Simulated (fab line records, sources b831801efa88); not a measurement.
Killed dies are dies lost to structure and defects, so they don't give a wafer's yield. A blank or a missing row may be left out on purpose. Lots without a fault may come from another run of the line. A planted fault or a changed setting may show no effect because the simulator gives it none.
fab line records | flow gf180mcu
record lots=5 wafers=15 last_day=33
route steps=602 shown V3@436 M4@456
lots that met no fault: from a run of the same line without faults
start_h: hours from the record's first day to the start of the lot's first wafer shown | wait_h: hours since the lot's step before | " the same as in the row above | L1.1+2: a row that stands for several wafers | - no value, or no start given | * or withheld: withheld | < > ~ a bound
route shown NAME@n: a module of which the file shows steps, and the number in the route of the first | usual: mean/standard deviation of fault-free wafers | same: alike in all rows | chamber/n: place in a boat | sites: the reading at each site | _std_site: their standard deviation | _edge_site: outer sites' mean less inner sites' | radius_mm: how far each site lies from the wafer's centre | mask NAME#n: copy n | behind: the tool/chamber that last shaped the wafer | hold: why the lot was held/for how many hours/how that ended | device: the transistor (n, p or np) that didn't switch | end of line: the same wafers' tests at the end of the route | a step without rows: its recipe alone | killed: dies lost to structure and defects at the first sort, not the wafer's yield | map: a wafer's dies, x killed, . not, _ none there
set.NAME: the setting as run; set.NAME@STEP: as run at that earlier step | model.NAME: the simulator's own value behind a step, which no gauge read
lots at some steps of the route; a table a step, a row a wafer
services: from which hour (start_h, from the record's first day; less than 0 if before it) a tool's chamber was out of use, for how many hours, and why
## steps
# step GF_V3_HMDS_07
# recipe prime_time_s=60 prime_temp_c=120
# columns lot.wafer tool chamber start_h wait_h
L074.2+3+5 litho_track-01 0 512.30 0.1
L075.4+5+6 litho_track-03 0 517.63 0.1
L077.1+3+6 litho_track-01 0 548.77 0.1
L088.4+5+6 litho_track-03 0 630.33 0.1
L091.4+5+6 litho_track-04 0 650.90 0.1
# step GF_V3_COAT_08
# recipe resist=BARC temp_c=withheld time_s=withheld spin_rpm=withheld resist_thk_nm=withheld
# columns lot.wafer tool chamber start_h wait_h
L074.2+3+5 litho_track-01 0 512.45 0.1
L075.4+5+6 litho_track-03 0 517.78 0.1
L077.1+3+6 litho_track-01 0 548.92 0.1
L088.4+5+6 litho_track-03 0 630.48 0.1
L091.4+5+6 litho_track-04 0 651.05 0.1
# step GF_V3_COAT_09
# recipe resist=KrF spin_rpm=withheld resist_thk_nm=1000
# columns lot.wafer tool chamber start_h wait_h
L074.2+3+5 litho_track-01 0 - -
L075.4+5+6 litho_track-03 0 - -
L077.1+3+6 litho_track-01 0 - -
L088.4+5+6 litho_track-03 0 - -
L091.4+5+6 litho_track-04 0 - -
# step GF_V3_SOFTBAKE_10
# recipe temp_c=130 time_s=60 resist=KrF
# columns lot.wafer tool chamber start_h wait_h
L074.2+3+5 litho_track-01 0 - -
L075.4+5+6 litho_track-03 0 - -
L077.1+3+6 litho_track-01 0 - -
L088.4+5+6 litho_track-03 0 - -
L091.4+5+6 litho_track-04 0 - -
# step GF_V3_EXPOSE_11
# recipe mask_id=Via3 target_cd_nm=260 na=0.68 source_shape=conventional sigma_outer=0.6 dose_mj=38
# usual stage_vel_mm_s=499.96/0.27
# columns lot.wafer tool chamber start_h wait_h mask stage_vel_mm_s
L074.2 krf_scanner-02 0 - - Via3#0 500.11
L074.3 " 0 " " Via3#0 499.94
L074.5 " 0 " " Via3#0 500.06
L075.4 krf_scanner-01 0 - - Via3#0 500.29
L075.5 " 0 " " Via3#0 499.93
L075.6 " 0 " " Via3#0 500.27
L077.1 krf_scanner-01 0 - - Via3#0 500.22
L077.3 " 0 " " Via3#0 499.99
L077.6 " 0 " " Via3#0 500.07
L088.4 krf_scanner-02 0 - - Via3#0 499.91
L088.5 " 0 " " Via3#0 499.82
L088.6 " 0 " " Via3#0 499.90
L091.4 krf_scanner-02 0 - - Via3#0 499.77
L091.5 " 0 " " Via3#0 499.54
L091.6 " 0 " " Via3#0 500.12
# step GF_V3_PEB_12
# recipe peb_temp_c=135 peb_time_s=87.49 resist=KrF
# columns lot.wafer tool chamber start_h wait_h
L074.2+3+5 litho_track-04 0 - -
L075.4+5+6 litho_track-03 0 - -
L077.1+3+6 litho_track-01 0 - -
L088.4+5+6 litho_track-03 0 - -
L091.4+5+6 litho_track-03 0 - -
# step GF_V3_DEVELOP_13
# recipe develop_time_s=60 resist=KrF dev_temp_c=21
# usual developer_temp_C=21.01/0.096
# columns lot.wafer tool chamber start_h wait_h developer_temp_C
L074.2 litho_track-04 0 524.50 0.2 21.14
L074.3 " 0 " " 21.05
L074.5 " 0 " " 21.05
L075.4 litho_track-03 0 529.63 0.1 21.18
L075.5 " 0 " " 21.03
L075.6 " 0 " " 20.94
L077.1 litho_track-01 0 560.22 0.2 21.03
L077.3 " 0 " " 21.05
L077.6 " 0 " " 21.05
L088.4 litho_track-03 0 640.33 0.1 21.17
L088.5 " 0 " " 20.95
L088.6 " 0 " " 20.93
L091.4 litho_track-03 0 661.58 0.1 20.98
L091.5 " 0 " " 20.96
L091.6 " 0 " " 20.94
# step GF_V3_CD_MEAS_14
# recipe target_cd_nm=260
# usual cd_nm=259.8/1.1
# columns lot.wafer tool chamber start_h wait_h cd_nm
L074.2 cd_sem-02 - 524.64 0.1 260.0
L074.3 " - " " 259.6
L074.5 " - " " 259.5
L075.4 cd_sem-01 - 529.77 0.1 260.2
L075.5 " - " " 261.3
L075.6 " - " " 260.6
L077.1 cd_sem-01 - 560.37 0.1 261.4
L077.3 " - " " 260.1
L077.6 " - " " 259.9
L088.4 cd_sem-02 - 640.47 0.1 260.8
L088.5 " - " " 261.5
L088.6 " - " " 260.9
L091.4 cd_sem-02 - 661.72 0.1 261.1
L091.5 " - " " 261.7
L091.6 " - " " 259.5
# step GF_V3_OVL_MEAS_15
# usual V3_OVL=1/6.9
# columns lot.wafer tool chamber start_h wait_h V3_OVL[nm]
L074.2 overlay-01 - 524.75 0.1 5
L074.3 " - " " -6
L074.5 " - " " -1
L075.4 overlay-02 - 529.85 0.1 0
L075.5 " - " " -1
L075.6 " - " " -4
L077.1 overlay-02 - 560.49 0.1 1
L077.3 " - " " -4
L077.6 " - " " -3
L088.4 overlay-01 - 640.55 0.1 3
L088.5 " - " " -1
L088.6 " - " " 2
L091.4 overlay-01 - 661.80 0.1 -8
L091.5 " - " " -6
L091.6 " - " " 2
# step GF_V3_ETCH_16
# recipe chemistry=N2/H2 target_depth_a=withheld overetch_a=withheld time_s=withheld target=BARC ion_energy_ev=200 source_w=500 bias_w=100 pressure_mtorr=30 n2_flow_sccm=100 h2_flow_sccm=200
# usual drypump_motor_current_A=5.5/0.48 oes_product_au=0.855/0.0044 throttle_valve_pct=13.224/0.0094
# columns lot.wafer tool chamber start_h wait_h drypump_motor_current_A oes_product_au throttle_valve_pct
L074.2 rie_diel-04 2 524.78 0.0 5.7 0.861 13.233
L074.3 " 2 " " 5.7 0.859 13.233
L074.5 " 2 " " 5.7 0.851 13.224
L075.4 rie_diel-02 1 529.86 0.0 5.7 0.856 13.222
L075.5 " 0 " " 4.9 0.863 13.219
L075.6 " 3 " " 5.8 0.851 13.219
L077.1 rie_diel-01 2 560.53 0.0 5.9 0.853 13.221
L077.3 " 1 " " 4.7 0.855 13.214
L077.6 " 2 " " 5.8 0.856 13.220
L088.4 rie_diel-02 0 640.56 0.0 4.9 0.859 13.199
L088.5 " 1 " " 5.6 0.856 13.221
L088.6 " 0 " " 4.9 0.851 13.221
L091.4 rie_diel-04 1 661.81 0.0 6.2 0.858 13.228
L091.5 " 2 " " 5.7 0.847 13.215
L091.6 " 1 " " 6.2 0.864 13.228
# step GF_V3_ETCH_17
# recipe chemistry=C4F8/O2/Ar mask_material=KrF target=SiO2 stop_on=TiN source_w=1500 bias_w=1200 pressure_mtorr=40 c4f8_flow_sccm=withheld O2_flow_sccm=6 Ar_flow_sccm=300 time_s=withheld target_depth_a=6350
# usual oes_product_au=0.855/0.0049
# columns lot.wafer tool chamber start_h wait_h oes_product_au
L074.2 rie_diel-04 2 - - 0.854
L074.3 " 2 " " 0.854
L074.5 " 2 " " 0.852
L075.4 rie_diel-02 1 - - 0.854
L075.5 " 0 " " 0.845
L075.6 " 3 " " 0.855
L077.1 rie_diel-01 2 - - 0.853
L077.3 " 1 " " 0.859
L077.6 " 2 " " 0.851
L088.4 rie_diel-02 0 - - 0.853
L088.5 " 1 " " 0.850
L088.6 " 0 " " 0.856
L091.4 rie_diel-04 1 - - 0.854
L091.5 " 2 " " 0.860
L091.6 " 1 " " 0.863
# step GF_V3_STRIP_18
# recipe chemistry=O2/N2 power_w=1400 pressure_mtorr=1500 platen_temp_c=250 o2_flow_sccm=3000 n2_flow_sccm=300 overash_fraction=0.5
# usual drypump_motor_current_A=5.7/0.59 heater_power_w=336/35 oes_product_au=0.593/0.0048
# columns lot.wafer tool chamber start_h wait_h drypump_motor_current_A heater_power_w oes_product_au rf_hours_counter_h
L074.2 plasma_asher-02 0 524.97 - 5.6 338 0.595 85
L074.3 " 0 " " 5.6 340 0.592 -
L074.5 " 0 " " 5.6 339 0.595 -
L075.4 plasma_asher-04 1 530.03 - 6.4 409 0.600 -
L075.5 " 1 " " 6.5 406 0.595 -
L075.6 " 0 " " 5.2 351 0.597 -
L077.1 plasma_asher-02 1 560.66 - 6.4 324 0.589 89
L077.3 " 0 " " 5.6 336 0.585 -
L077.6 " 1 " " 6.5 313 0.590 -
L088.4 plasma_asher-02 1 640.73 - 6.5 326 0.595 -
L088.5 " 0 " " 5.6 337 0.592 -
L088.6 " 1 " " 6.5 319 0.593 -
L091.4 plasma_asher-02 0 661.98 - 5.6 343 0.588 -
L091.5 " 1 " " 6.4 319 0.588 -
L091.6 " 0 " " 5.6 335 0.595 -
# step GF_V3_STRIP_19
# recipe chemistry=post_etch_residue_remover time_s=1200 temp_c=72.5
# columns lot.wafer tool chamber start_h wait_h
L074.2+3+5 wet_bench-01 1 525.07 0.1
L075.4+5+6 wet_bench-02 1 530.09 0.0
L077.1+3+6 wet_bench-04 3 560.76 0.1
L088.4+5+6 wet_bench-01 3 640.79 0.0
L091.4+5+6 wet_bench-01 2 662.04 0.0
# step GF_V3_CLEAN_20
# recipe chemistry=DIW dry=n2_spin
# columns lot.wafer tool chamber start_h wait_h
L074.2+3+5 wet_bench-02 2 525.41 0.0
L075.4+5+6 wet_bench-01 3 530.44 0.0
L077.1+3+6 wet_bench-01 2 561.10 0.0
L088.4+5+6 wet_bench-02 0 641.13 0.0
L091.4+5+6 wet_bench-02 1 662.38 0.0
# step GF_V3_SPUTTER_21
# recipe material=Ti target_thk_nm=15 chamber_pressure_pa=5 power_w=2500 substrate_temp_c=200 time_s=80.02
# usual throttle_valve_pct=30.2/0.87
# columns lot.wafer tool chamber start_h wait_h throttle_valve_pct
L074.2 pvd_sputter-04 - 525.51 0.0 29.4
L074.3 " - " " 31.0
L074.5 " - " " 29.5
L075.4 pvd_sputter-02 - 530.54 0.0 30.5
L075.5 " - " " 30.4
L075.6 " - " " 30.8
L077.1 pvd_sputter-02 - 561.20 0.0 30.9
L077.3 " - " " 29.5
L077.6 " - " " 30.4
L088.4 pvd_sputter-04 - 641.23 0.0 29.7
L088.5 " - " " 29.6
L088.6 " - " " 29.4
L091.4 pvd_sputter-01 - 662.48 0.0 31.2
L091.5 " - " " 31.3
L091.6 " - " " 29.3
# step GF_V3_SPUTTER_22
# recipe material=TiN target_thk_nm=10 chamber_pressure_pa=5 power_w=4000 time_s=40
# usual throttle_valve_pct=30.3/0.86
# columns lot.wafer tool chamber start_h wait_h throttle_valve_pct
L074.2 pvd_sputter-04 - 525.58 0.0 29.5
L074.3 " - " " 30.9
L074.5 " - " " 29.7
L075.4 pvd_sputter-02 - 530.61 0.0 30.5
L075.5 " - " " 30.5
L075.6 " - " " 30.7
L077.1 pvd_sputter-02 - 561.26 0.0 31.0
L077.3 " - " " 29.7
L077.6 " - " " 30.4
L088.4 pvd_sputter-04 - 641.29 0.0 29.4
L088.5 " - " " 29.7
L088.6 " - " " 29.6
L091.4 pvd_sputter-01 - 662.54 0.0 31.6
L091.5 " - " " 31.7
L091.6 " - " " 29.4
# step GF_V3_CVD_23
# recipe material=W target_thk_nm=350 time_s=104.9 temp_c=400 pressure_torr=40
# usual heater_power_outer_w=490/74 heater_power_w=812/110
# columns lot.wafer tool chamber start_h wait_h heater_power_outer_w heater_power_w
L074.2 cvd_w-02 0 525.61 0.0 519 853
L074.3 " 1 " " 464 824
L074.5 " 1 " " 461 784
L075.4 cvd_w-01 0 530.68 0.1 577 940
L075.5 " 1 " " 395 667
L075.6 " 0 " " 592 942
L077.1 cvd_w-01 0 561.30 0.0 579 914
L077.3 " 0 " " 584 938
L077.6 " 0 " " 584 922
L088.4 cvd_w-01 0 641.36 0.1 572 961
L088.5 " 0 " " 579 944
L088.6 " 1 " " 405 660
L091.4 cvd_w-02 1 662.61 0.1 439 807
L091.5 " 0 " " 508 850
L091.6 " 1 " " 458 814
# step GF_V3_RS_MEAS_24
# recipe thk_meas_gauge=four-point-probe reads=W_of_V3_CVD_23+TiN_of_V3_SPUTTER_22+Ti_of_V3_SPUTTER_21
# usual V3_W_RS=0.325/0.0051
# columns lot.wafer tool chamber start_h wait_h V3_W_RS[ohm/sq]
L074.2 film_metro-03 - 525.75 0.1 0.333
L074.3 " - " " 0.316
L074.5 " - " " 0.317
L075.4 film_metro-03 - 530.82 0.1 0.328
L075.5 " - " " 0.324
L075.6 " - " " 0.326
L077.1 film_metro-03 - 561.41 0.1 0.329
L077.3 " - " " 0.329
L077.6 " - " " 0.331
L088.4 film_metro-02 - 641.50 0.1 0.328
L088.5 " - " " 0.328
L088.6 " - " " 0.323
L091.4 film_metro-03 - 662.75 0.1 0.320
L091.5 " - " " 0.334
L091.6 " - " " 0.320
# step GF_V3_THK_MEAS_25
# recipe thk_meas_gauge=xrf reads=W_of_V3_CVD_23
# usual V3_W_THK=364/6.3
# columns lot.wafer tool chamber start_h wait_h V3_W_THK[nm]
L074.2 film_metro-03 - 525.86 0.1 351
L074.3 " - " " 368
L074.5 " - " " 367
L075.4 film_metro-03 - 530.91 0.1 360
L075.5 " - " " 365
L075.6 " - " " 362
L077.1 film_metro-03 - 561.53 0.1 358
L077.3 " - " " 356
L077.6 " - " " 355
L088.4 film_metro-02 - 641.59 0.1 366
L088.5 " - " " 363
L088.6 " - " " 370
L091.4 film_metro-03 - 662.84 0.1 369
L091.5 " - " " 355
L091.6 " - " " 370
# step GF_V3_CMP_26
# recipe stop_on=SiO2 down_force_psi=3.5 platen_rpm=60 t_overpolish_s=15 target_thk_nm=0 pad_velocity_m_s=0.94248
# usual edge_zone_pressure_frac=1.001/0.0045 motor_current_A=11.0/1.3 overpolish_run_s=14.999/0.0099 slurry_filter_dp_kPa=13.50/0.14 time_to_endpoint_s=84/3.1
# columns lot.wafer tool chamber start_h wait_h edge_zone_pressure_frac motor_current_A overpolish_run_s slurry_filter_dp_kPa time_to_endpoint_s
L074.3 cmp-02 2 526.01 0.1 1.002 14.1 14.990 13.59 81
L074.2 " 3 " " 0.994 9.3 15.000 13.50 80
L074.5 " 1 " " 1.002 10.3 15.007 13.50 82
L075.4 cmp-02 2 530.94 0.0 0.997 13.4 14.998 13.48 84
L075.5 " 2 " " 1.003 13.4 15.002 13.04 84
L075.6 " 3 " " 1.004 9.2 14.991 13.31 85
L077.3 cmp-01 0 561.59 0.0 1.007 11.6 14.998 13.54 82
L077.1 " 2 " " 0.995 12.9 15.016 13.54 83
L077.6 " 0 " " 1.005 10.8 14.997 13.55 86
L088.4 cmp-01 1 641.62 0.0 1.003 10.1 15.001 13.47 85
L088.5 " 1 " " 0.995 10.0 14.986 13.53 88
L088.6 " 2 " " 0.999 12.1 15.005 13.25 84
L091.4 cmp-02 0 662.87 0.0 1.008 11.5 14.996 13.43 91
L091.6 " 0 " " 1.006 11.4 14.985 13.40 92
L091.5 " 1 " " 0.998 10.1 14.989 13.55 86
# step GF_M4_SPUTTER_00
# recipe material=Ti target_thk_nm=37.5 arriving_ion_energy_ev=80 substrate_temp_c=200 chamber_pressure_pa=2 power_w=4000 time_s=150
# usual throttle_valve_pct=30.1/1
# columns lot.wafer tool chamber start_h wait_h throttle_valve_pct
L074.2 pvd_sputter-03 - 526.21 0.1 29.1
L074.3 " - " " 31.8
L074.5 " - " " 29.0
L075.4 pvd_sputter-01 - 531.24 0.2 31.3
L075.5 " - " " 29.5
L075.6 " - " " 31.0
L077.1 pvd_sputter-03 - 561.89 0.1 30.0
L077.3 " - " " 29.0
L077.6 " - " " 29.2
L088.4 pvd_sputter-03 - 641.92 0.2 30.0
L088.5 " - " " 31.9
L088.6 " - " " 29.2
L091.4 pvd_sputter-03 - 663.17 0.2 31.8
L091.5 " - " " 30.0
L091.6 " - " " 28.8
# step GF_M4_SPUTTER_01
# recipe material=TiN target_thk_nm=30 power_w=6500 time_s=25 chamber_pressure_pa=0.4
# usual throttle_valve_pct=30.1/1.1
# columns lot.wafer tool chamber start_h wait_h throttle_valve_pct
L074.2 pvd_sputter-03 - 526.31 0.1 29.2
L074.3 " - " " 31.7
L074.5 " - " " 29.0
L075.4 pvd_sputter-01 - 531.34 0.1 31.4
L075.5 " - " " 29.1
L075.6 " - " " 31.2
L077.1 pvd_sputter-03 - 561.99 0.1 30.0
L077.3 " - " " 29.4
L077.6 " - " " 29.4
L088.4 pvd_sputter-03 - 642.02 0.1 30.1
L088.5 " - " " 32.1
L088.6 " - " " 29.5
L091.4 pvd_sputter-03 - 663.27 0.1 32.0
L091.5 " - " " 29.8
L091.6 " - " " 29.3
# step GF_M4_SPUTTER_02
# recipe material=AlCu target_thk_nm=450 power_w=10600 time_s=23.9 chamber_pressure_pa=0.4
# usual throttle_valve_pct=30.1/1
# columns lot.wafer tool chamber start_h wait_h throttle_valve_pct
L074.2 pvd_sputter-03 - 526.34 0.0 29.1
L074.3 " - " " 31.8
L074.5 " - " " 28.9
L075.4 pvd_sputter-01 - 531.37 0.0 31.3
L075.5 " - " " 29.1
L075.6 " - " " 31.3
L077.1 pvd_sputter-03 - 562.02 0.0 30.0
L077.3 " - " " 29.3
L077.6 " - " " 29.3
L088.4 pvd_sputter-03 - 642.05 0.0 30.2
L088.5 " - " " 31.7
L088.6 " - " " 29.4
L091.4 pvd_sputter-03 - 663.30 0.0 31.9
L091.5 " - " " 29.9
L091.6 " - " " 29.2
# step GF_M4_SPUTTER_03
# recipe material=Ti target_thk_nm=10 substrate_temp_c=300 chamber_pressure_pa=0.3 power_w=3000 time_s=6.7
# usual throttle_valve_pct=30.1/1
# columns lot.wafer tool chamber start_h wait_h throttle_valve_pct
L074.2 pvd_sputter-03 - 526.37 0.0 29.0
L074.3 " - " " 31.7
L074.5 " - " " 29.2
L075.4 pvd_sputter-01 - 531.40 0.0 31.3
L075.5 " - " " 29.5
L075.6 " - " " 31.4
L077.1 pvd_sputter-03 - 562.05 0.0 30.0
L077.3 " - " " 28.8
L077.6 " - " " 29.2
L088.4 pvd_sputter-03 - 642.08 0.0 30.0
L088.5 " - " " 31.8
L088.6 " - " " 29.1
L091.4 pvd_sputter-03 - 663.33 0.0 31.7
L091.5 " - " " 30.1
L091.6 " - " " 29.2
# step GF_M4_SPUTTER_04
# recipe material=TiN target_thk_nm=50 power_w=6500 time_s=41.7 chamber_pressure_pa=0.4
# usual throttle_valve_pct=30.1/1
# columns lot.wafer tool chamber start_h wait_h throttle_valve_pct
L074.2 pvd_sputter-03 - 526.39 0.0 29.2
L074.3 " - " " 32.0
L074.5 " - " " 29.4
L075.4 pvd_sputter-01 - 531.42 0.0 31.4
L075.5 " - " " 29.2
L075.6 " - " " 31.2
L077.1 pvd_sputter-03 - 562.07 0.0 30.1
L077.3 " - " " 29.0
L077.6 " - " " 29.1
L088.4 pvd_sputter-03 - 642.10 0.0 29.9
L088.5 " - " " 31.6
L088.6 " - " " 29.7
L091.4 pvd_sputter-03 - 663.35 0.0 31.6
L091.5 " - " " 29.8
L091.6 " - " " 28.9
# step GF_M4_RS_MEAS_05
# recipe thk_meas_gauge=four-point-probe reads=TiN_of_M4_SPUTTER_04+Ti_of_M4_SPUTTER_03+AlCu_of_M4_SPUTTER_02+TiN_of_M4_SPUTTER_01+Ti_of_M4_SPUTTER_00
# usual M4_ALCU_RS=0.0693/0.00069
# columns lot.wafer tool chamber start_h wait_h M4_ALCU_RS[ohm/sq]
L074.2 film_metro-01 - 526.45 0.0 0.0692
L074.3 " - " " 0.0697
L074.5 " - " " 0.0693
L075.4 film_metro-04 - 531.52 0.1 0.0678
L075.5 " - " " 0.0669
L075.6 " - " " 0.0677
L077.1 film_metro-04 - 562.11 0.0 0.0702
L077.3 " - " " 0.0703
L077.6 " - " " 0.0699
L088.4 film_metro-01 - 642.20 0.1 0.0687
L088.5 " - " " 0.0687
L088.6 " - " " 0.0683
L091.4 film_metro-03 - 663.45 0.1 0.0699
L091.5 " - " " 0.0701
L091.6 " - " " 0.0700
# step GF_M4_THK_MEAS_06
# recipe thk_meas_gauge=xrf reads=AlCu_of_M4_SPUTTER_02
# usual M4_ALCU_THK=452/5.9
# columns lot.wafer tool chamber start_h wait_h M4_ALCU_THK[nm]
L074.2 film_metro-01 - 526.56 0.1 460
L074.3 " - " " 453
L074.5 " - " " 462
L075.4 film_metro-04 - 531.61 0.1 461
L075.5 " - " " 470
L075.6 " - " " 462
L077.1 film_metro-04 - 562.23 0.1 446
L077.3 " - " " 443
L077.6 " - " " 451
L088.4 film_metro-01 - 642.29 0.1 457
L088.5 " - " " 460
L088.6 " - " " 463
L091.4 film_metro-03 - 663.54 0.1 445
L091.5 " - " " 443
L091.6 " - " " 446
# step GF_M4_DEHYDRATE_07
# recipe temp_c=200 time_s=60
# columns lot.wafer tool chamber start_h wait_h
L074.2+3+5 litho_track-02 0 538.17 11.6
L075.4+5+6 litho_track-01 0 543.05 11.4
L077.1+3+6 litho_track-04 0 572.47 10.2
L088.4+5+6 litho_track-04 0 651.50 9.2
L091.4+5+6 litho_track-04 0 672.40 8.8
# step GF_M4_HMDS_08
# recipe prime_time_s=60 prime_temp_c=120
# columns lot.wafer tool chamber start_h wait_h
L074.2+3+5 litho_track-02 0 538.32 0.1
L075.4+5+6 litho_track-01 0 543.20 0.1
L077.1+3+6 litho_track-04 0 572.62 0.1
L088.4+5+6 litho_track-04 0 651.65 0.1
L091.4+5+6 litho_track-04 0 672.55 0.1
# step GF_M4_COAT_09
# recipe resist=KrF spin_rpm=withheld resist_thk_nm=1000
# columns lot.wafer tool chamber start_h wait_h
L074.2+3+5 litho_track-02 0 538.47 0.1
L075.4+5+6 litho_track-01 0 543.35 0.1
L077.1+3+6 litho_track-04 0 572.77 0.1
L088.4+5+6 litho_track-04 0 651.80 0.1
L091.4+5+6 litho_track-04 0 672.70 0.1
# step GF_M4_SOFTBAKE_10
# recipe temp_c=130 time_s=60 resist=KrF
# columns lot.wafer tool chamber start_h wait_h
L074.2+3+5 litho_track-02 0 538.62 0.1
L075.4+5+6 litho_track-01 0 543.50 0.1
L077.1+3+6 litho_track-04 0 572.92 0.1
L088.4+5+6 litho_track-04 0 651.95 0.1
L091.4+5+6 litho_track-04 0 672.85 0.1
# step GF_M4_EXPOSE_11
# recipe mask_id=Metal4 target_cd_nm=280 na=0.68 source_shape=conventional sigma_outer=0.6 dose_mj=28
# usual stage_vel_mm_s=500.02/0.24
# columns lot.wafer tool chamber start_h wait_h mask stage_vel_mm_s
L074.2 krf_scanner-01 0 - - Metal4#0 499.58
L074.3 " 0 " " Metal4#0 499.77
L074.5 " 0 " " Metal4#0 499.77
L075.4 krf_scanner-02 0 - - Metal4#0 500.24
L075.5 " 0 " " Metal4#0 500.42
L075.6 " 0 " " Metal4#0 500.22
L077.1 krf_scanner-01 0 - - Metal4#0 500.44
L077.3 " 0 " " Metal4#0 500.39
L077.6 " 0 " " Metal4#0 499.91
L088.4 krf_scanner-02 0 - - Metal4#0 500.70
L088.5 " 0 " " Metal4#0 500.01
L088.6 " 0 " " Metal4#0 500.16
L091.4 krf_scanner-01 0 - - Metal4#0 499.64
L091.5 " 0 " " Metal4#0 499.88
L091.6 " 0 " " Metal4#0 499.70
# step GF_M4_PEB_12
# recipe peb_temp_c=135 peb_time_s=90 resist=KrF
# columns lot.wafer tool chamber start_h wait_h
L074.2+3+5 litho_track-04 0 - -
L075.4+5+6 litho_track-01 0 - -
L077.1+3+6 litho_track-02 0 - -
L088.4+5+6 litho_track-02 0 - -
L091.4+5+6 litho_track-01 0 - -
# step GF_M4_DEVELOP_13
# recipe develop_time_s=60 dev_temp_c=21
# usual developer_temp_C=20.99/0.098
# columns lot.wafer tool chamber start_h wait_h developer_temp_C
L074.2 litho_track-04 0 549.65 0.2 20.97
L074.3 " 0 " " 20.88
L074.5 " 0 " " 20.98
L075.4 litho_track-01 0 554.60 0.1 21.04
L075.5 " 0 " " 20.83
L075.6 " 0 " " 20.79
L077.1 litho_track-02 0 583.95 0.2 21.12
L077.3 " 0 " " 21.12
L077.6 " 0 " " 20.96
L088.4 litho_track-02 0 661.92 0.1 21.04
L088.5 " 0 " " 20.90
L088.6 " 0 " " 20.89
L091.4 litho_track-01 0 682.30 0.1 20.99
L091.5 " 0 " " 20.87
L091.6 " 0 " " 20.83
# step GF_M4_CD_MEAS_14
# recipe target_cd_nm=280
# usual cd_nm=279.7/1
# columns lot.wafer tool chamber start_h wait_h cd_nm
L074.2 cd_sem-02 - 549.79 0.1 279.5
L074.3 " - " " 278.5
L074.5 " - " " 278.2
L075.4 cd_sem-02 - 554.73 0.1 278.3
L075.5 " - " " 278.6
L075.6 " - " " 278.7
L077.1 cd_sem-01 - 584.10 0.1 279.7
L077.3 " - " " 279.4
L077.6 " - " " 278.4
L088.4 cd_sem-02 - 662.06 0.1 280.9
L088.5 " - " " 281.4
L088.6 " - " " 281.2
L091.4 cd_sem-01 - 682.43 0.1 279.7
L091.5 " - " " 280.6
L091.6 " - " " 280.4
# step GF_M4_OVL_MEAS_15
# usual M4_OVL=0/5.5
# columns lot.wafer tool chamber start_h wait_h M4_OVL[nm]
L074.2 overlay-01 - 549.90 0.1 4
L074.3 " - " " 0
L074.5 " - " " 3
L075.4 overlay-02 - 554.81 0.1 8
L075.5 " - " " 1
L075.6 " - " " 3
L077.1 overlay-01 - 584.22 0.1 -4
L077.3 " - " " 1
L077.6 " - " " -3
L088.4 overlay-01 - 662.13 0.1 -4
L088.5 " - " " 0
L088.6 " - " " -4
L091.4 overlay-02 - 682.51 0.1 -10
L091.5 " - " " 0
L091.6 " - " " -5
# step GF_M4_METAL_ETCH_16
# recipe chemistry=Cl2/BCl3 mask_material=KrF target_depth_nm=627.5 stop_on=SiO2 pressure_mtorr=8 icp_w=788.3 bias_w=140 Cl2_flow_sccm=80 bcl3_flow_sccm=40 time_s=104.6
# usual drypump_motor_current_A=5.9/0.43 oes_product_au=0.973/0.0058 throttle_valve_pct=28.249/0.011
# columns lot.wafer tool chamber start_h wait_h drypump_motor_current_A oes_product_au rf_hours_counter_h throttle_valve_pct
L074.2 rie_metal-02 1 549.93 0.0 6.2 0.976 7 28.248
L074.3 " 0 " " 6.5 0.968 - 28.255
L074.5 " 1 " " 6.2 0.975 - 28.240
L075.4 rie_metal-01 0 554.87 0.0 5.3 0.978 - 28.238
L075.5 " 0 " " 5.3 0.988 - 28.236
L075.6 " 1 " " 6.0 0.979 - 28.232
L077.1 rie_metal-02 1 584.25 0.0 6.2 0.974 8 28.245
L077.3 " 0 " " 6.5 0.971 - 28.256
L077.6 " 1 " " 6.2 0.977 - 28.262
L088.4 rie_metal-01 1 662.19 0.0 6.0 0.975 - 28.259
L088.5 " 0 " " 5.3 0.976 - 28.250
L088.6 " 1 " " 6.0 0.982 - 28.240
L091.4 rie_metal-04 1 682.56 0.0 5.6 0.965 - 28.248
L091.5 " 0 " " 5.5 0.976 - 28.253
L091.6 " 1 " " 5.6 0.965 - 28.239
# step GF_M4_STRIP_17
# recipe chemistry=O2/N2 power_w=1400 pressure_mtorr=1500 platen_temp_c=250 o2_flow_sccm=3000 n2_flow_sccm=300 overash_fraction=0.5
# usual drypump_motor_current_A=5.4/0.49 heater_power_w=306/18 oes_product_au=0.558/0.0047 strip_time_to_endpoint_s=7.87/0.046
# columns lot.wafer tool chamber start_h wait_h drypump_motor_current_A heater_power_w oes_product_au rf_hours_counter_h strip_time_to_endpoint_s
L074.2 plasma_asher-01 1 550.04 0.1 5.4 284 0.560 77 7.85
L074.3 " 1 " " 5.4 285 0.553 - 7.81
L074.5 " 1 " " 5.4 282 0.556 - 7.83
L075.4 plasma_asher-03 1 554.97 0.1 5.7 300 0.557 - 7.84
L075.5 " 0 " " 5.3 304 0.552 - 7.84
L075.6 " 1 " " 5.7 308 0.563 - 7.93
L077.1 plasma_asher-03 1 584.36 0.1 5.7 305 0.560 51 7.84
L077.3 " 0 " " 5.2 306 0.556 - 7.83
L077.6 " 1 " " 5.7 305 0.556 - 7.77
L088.4 plasma_asher-03 0 662.30 0.1 5.3 303 0.551 - 7.93
L088.5 " 1 " " 5.7 315 0.557 - 7.88
L088.6 " 0 " " 5.3 299 0.563 - 7.89
L091.4 plasma_asher-02 0 682.67 0.1 5.6 335 0.560 - 7.91
L091.5 " 1 " " 6.4 318 0.557 - 7.91
L091.6 " 0 " " 5.6 342 0.559 - 7.86
## services
# columns tool chamber start_h hours kind
pvd_sputter-04 - 491.04 2.2 repair
rie_diel-04 - 494.36 0.7 repair
pvd_sputter-01 - 495.94 5.4 repair
krf_scanner-02 - 499.67 1.0 pm
rie_diel-04 3 500.13 33.6 repair
krf_scanner-01 - 502.91 1.0 pm
krf_scanner-01 - 516.77 0.8 pm
pvd_sputter-02 - 523.83 6.7 repair
plasma_asher-02 - 527.15 0.7 repair
krf_scanner-02 - 529.74 0.8 pm
pvd_sputter-03 - 533.25 2.2 repair
krf_scanner-01 - 543.23 1.8 repair
krf_scanner-02 - 545.04 1.3 pm
pvd_sputter-01 - 546.55 2.9 repair
krf_scanner-01 - 577.96 4.4 pm
krf_scanner-01 - 595.47 1.3 pm
krf_scanner-01 - 628.81 3.6 pm
pvd_sputter-01 - 630.58 2.0 repair
pvd_sputter-01 - 646.15 14.4 repair
plasma_asher-02 - 665.75 14.6 pm
krf_scanner-02 - 668.67 1.0 pm
krf_scanner-01 - 671.91 1.0 pm
pvd_sputter-01 - 677.02 8.9 repair
krf_scanner-02 - 678.48 0.6 repair
## key
fault none
